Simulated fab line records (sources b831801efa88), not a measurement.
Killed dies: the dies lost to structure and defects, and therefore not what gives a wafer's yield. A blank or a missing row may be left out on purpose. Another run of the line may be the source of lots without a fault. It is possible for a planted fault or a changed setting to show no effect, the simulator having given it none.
What tool caused it? ; flow sky130 ; 6 lots, 18 wafers sampled, at 3 steps of a route of 708

== WHAT THE GAUGES SHOWED, per wafer ==
SKY_METAL5_RS_MEAS_05: measures by four-point-probe.
lot;measured;on;METAL5_ALCU_RS (ohm/sq)
L707;day 43 08:16;film metro-01;0.0272 0.0271 0.0270
L709;day 43 22:09;film metro-01;0.0269 0.0271 0.0273
L712;day 45 03:17;film metro-03;0.0264 0.0270 0.0269
L719;day 46 15:01;film metro-04;0.0270 0.0273 0.0273
L722;day 47 02:57;film metro-01;0.0274 0.0277 0.0273
L727;day 48 16:58;film metro-04;0.0273 0.0271 0.0271

== TOOL THAT RAN EACH LOT (tool first, then ch and the chambers of the sampled wafers, then the start) ==
lot;SKY_FIELD_ISO_CMP_27;SKY_METAL5_SPUTTER_02
L707;cmp-01 ch 0,1,3, day 2 14:21;pvd sputter-03, day 43 08:07
L709;cmp-02 ch 0,1,3, day 3 00:49;pvd sputter-02, day 43 22:01
L712;cmp-02 ch 1,2,3, day 3 18:03;pvd sputter-01, day 45 03:10
L719;cmp-01 ch 0,1, day 5 05:04;pvd sputter-03, day 46 14:52
L722;cmp-01 ch 0,1, day 5 18:28;pvd sputter-03, day 47 02:46
L727;cmp-01 ch 0,2,3, day 6 23:47;pvd sputter-03, day 48 16:49
- SKY_FIELD_ISO_CMP_27: polishes, stops on Si3N4, t overpolish 16 s, target thk 457.8 nm.
- SKY_METAL5_SPUTTER_02: material AlCu, target thk 1150 nm, time 61.2 s.

== THE ANSWER, worked out from the rows above alone ==
Rule: the lots themselves supply what counts as usual. Put in order of their means at a reading, lots are off if they are a third of the lots or fewer, leave a main group of 4 or more, and stand apart from it by a gap of 3 or more times the standard deviation of the main group's means; of several such gaps the widest counts. The tables above print the reading to a certain number of digits; a main group whose means all agree to those digits is not used. Also off: a lot with no number at a reading for which 4 or more lots have one. All remaining lots with rows at the step are treated as sound.
No lot is off at any reading shown: from this, nothing can be told.

== WHAT HAD BEEN PUT IN BY THE SIMULATOR ==
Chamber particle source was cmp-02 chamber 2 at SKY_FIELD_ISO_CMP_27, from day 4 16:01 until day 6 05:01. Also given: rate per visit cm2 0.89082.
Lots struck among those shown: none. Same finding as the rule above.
